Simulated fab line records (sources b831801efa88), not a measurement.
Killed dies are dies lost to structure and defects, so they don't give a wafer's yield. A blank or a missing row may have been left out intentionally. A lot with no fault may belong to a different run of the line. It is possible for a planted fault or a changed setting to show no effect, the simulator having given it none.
Chamber matching / flow gf180mcu / 4 sister chambers for GF_V4_CMP_26 on cmp-02
The step polishes, stops on SiO2, t overpolish 15 s, target thk 0 nm. 4 wafers are shown with their chamber, then 8 later ones without.

WAFERS, EACH WITH ITS CHAMBER
wafer=L969.1; chamber=0; motor_current_A (A)=11.1
wafer=L971.3; chamber=3; motor_current_A (A)=9.0
wafer=L971.6; chamber=1; motor_current_A (A)=15.1
wafer=L975.2; chamber=2; motor_current_A (A)=12.0

WAFERS MISSING THEIR CHAMBER
wafer=L975.4; motor_current_A (A)=11.6
wafer=L975.5; motor_current_A (A)=9.8
wafer=L979.2; motor_current_A (A)=14.7
wafer=L979.4; motor_current_A (A)=11.1
wafer=L979.6; motor_current_A (A)=10.7
wafer=L980.1; motor_current_A (A)=14.9
wafer=L980.2; motor_current_A (A)=12.1
wafer=L980.3; motor_current_A (A)=11.4

THE CHAMBER EACH PASSED THROUGH
wafer=L975.4; from the rows above=can't be placed: 2 or 0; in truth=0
wafer=L975.5; from the rows above=can't be placed: 3 or 0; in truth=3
wafer=L979.2; from the rows above=1; in truth=1
wafer=L979.4; from the rows above=0; in truth=0
wafer=L979.6; from the rows above=0; in truth=0
wafer=L980.1; from the rows above=1; in truth=1
wafer=L980.2; from the rows above=2; in truth=2
wafer=L980.3; from the rows above=can't be placed: 0 or 2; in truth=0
5 of 8 placed correctly. These rows do not allow placing 3 (true chamber among the candidates in 3). 0 placed wrongly.
How it was worked out, from the rows above alone: a wafer's distance from a chamber is the root of the sum, over the readings, of the square of ((its reading less the chamber's mean) divided by the reading's scatter). The wafer belongs to the nearest chamber; if the next one is less than 2 further off, it can't be placed. A chamber's mean is the mean of its shown wafers. The scatter: root of mean squared gap, hidden wafer to nearest shown wafer, with one shown wafer a chamber.
